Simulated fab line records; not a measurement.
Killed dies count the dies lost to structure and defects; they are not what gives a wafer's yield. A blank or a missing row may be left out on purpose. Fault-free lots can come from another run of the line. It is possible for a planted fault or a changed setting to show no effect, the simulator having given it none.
One fault seen from 2 desks | flow gf180mcu | each desk has only its own numbers; what lay behind them comes last

## AT THE TOOL OWNER'S DESK: lpcvd-02
The tool's own readings at GF_POLY_GATE_CVD_00 (deposits poly-Si, target thk 200 nm, time 1200 s): means of the sampled wafers that have a number, for each lot that ran on this tool. The brackets show how far a lot's mean lies from the usual mean; more than 4 standard deviations puts the lot out of limits, marked OUT.
Columns: A = pressure_mtorr at GF_POLY_GATE_CVD_00, usual 200.0 mTorr; B = zone_power_lower_pct at GF_POLY_GATE_CVD_00, usual 8.6 %
lot  | first seen here | A     | B
L895 | day 8 10:31     | 200.4 | 8.6
L896 | day 8 20:10     | 200.3 | 8.6
L897 | day 9 09:04     | 200.4 | 8.6
L902 | day 10 18:45    | 200.1 | 8.5
L903 | day 11 01:46    | 200.0 | 8.5
L904 | day 11 07:33    | 199.9 | 8.7
L907 | day 12 02:34    | 199.8 | 8.4
L908 | day 12 09:04    | 199.5 | 8.6
L917 | day 15 05:29    | 200.3 | 8.7
This desk's finding: nothing out of limits on any of the 9 lots.

## FROM THE METROLOGY DESK
Means of the sampled wafers that have a number, per lot and without regard to the tool the lot ran on: this is what the gauges read. The brackets show how far a lot's mean lies from the usual mean; more than 4 standard deviations puts the lot out of limits, marked OUT.
Columns: A = VT_IMPLANT_03_OVL at GF_VT_IMPLANT_OVL_MEAS_40, usual 2.0 nm; B = NWELL_RS at GF_VT_IMPLANT_RS_MEAS_47, usual 488.2 ohm/sq; C = DUAL_GATE_OVL at GF_DUAL_GATE_OVL_MEAS_11, usual -1.0 nm; D = POLY_GATE_CVD_00_THK at GF_POLY_GATE_THK_MEAS_01, usual 200.5 nm
lot  | first seen here | A    | B     | C    | D
L895 | day 7 13:40     | 2.0  | 489.4 | -1.3 | 202.3
L896 | day 7 22:50     | 2.2  | 487.1 | -1.1 | 201.2
L897 | day 8 10:50     | 1.5  | 490.9 | 1.0  | 198.5
L898 | day 8 17:50     | -0.4 | 488.8 | 0.6  | 199.7
L899 | day 8 18:37     | 1.2  | 486.7 | -0.1 | 200.6
L900 | day 8 23:07     | 3.7  | 487.9 | 0.0  | 195.7
L902 | day 9 17:28     | 2.6  | 488.4 | -1.1 | 201.1
L903 | day 10 02:04    | 2.1  | 488.2 | -3.1 | 202.8
L904 | day 10 07:13    | 4.9  | 486.6 | -0.2 | 202.4
L907 | day 11 03:23    | 0.0  | 488.2 | -0.1 | 314.9 (+54) OUT
L908 | day 11 09:14    | 1.6  | 487.5 | 0.2  | 312.3 (+53) OUT
L909 | day 11 12:40    | 2.1  | 487.4 | -3.0 | 197.6
L917 | day 14 03:40    | 1.0  | 488.9 | 0.1  | 201.1
L918 | day 14 12:05    | 3.2  | 488.9 | 0.3  | 201.2
This desk's finding: out of limits on L907, L908; first on L907, day 12 04:34 (POLY_GATE_CVD_00_THK at GF_POLY_GATE_THK_MEAS_01). Within limits: L895, L896, L897, L898, L899, L900, L902, L903, L904, L909, L917, L918.

## BROUGHT TOGETHER
An alarm was possible from the metrology desk at day 12 04:34, on L907, L908.
The desk of the tool owner found nothing out of limits.
The tool owner's desk has L907, L908 on record, within its limits.
The lots listed all ran GF_POLY_GATE_CVD_00 on lpcvd-02.

## WHAT THE SIMULATOR PUT IN
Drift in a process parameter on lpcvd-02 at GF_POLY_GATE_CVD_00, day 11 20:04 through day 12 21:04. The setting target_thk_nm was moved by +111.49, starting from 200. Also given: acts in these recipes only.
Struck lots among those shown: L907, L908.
Time in hours between the start of the fault and the first out-of-limits reading at each desk: metrology desk, 8.
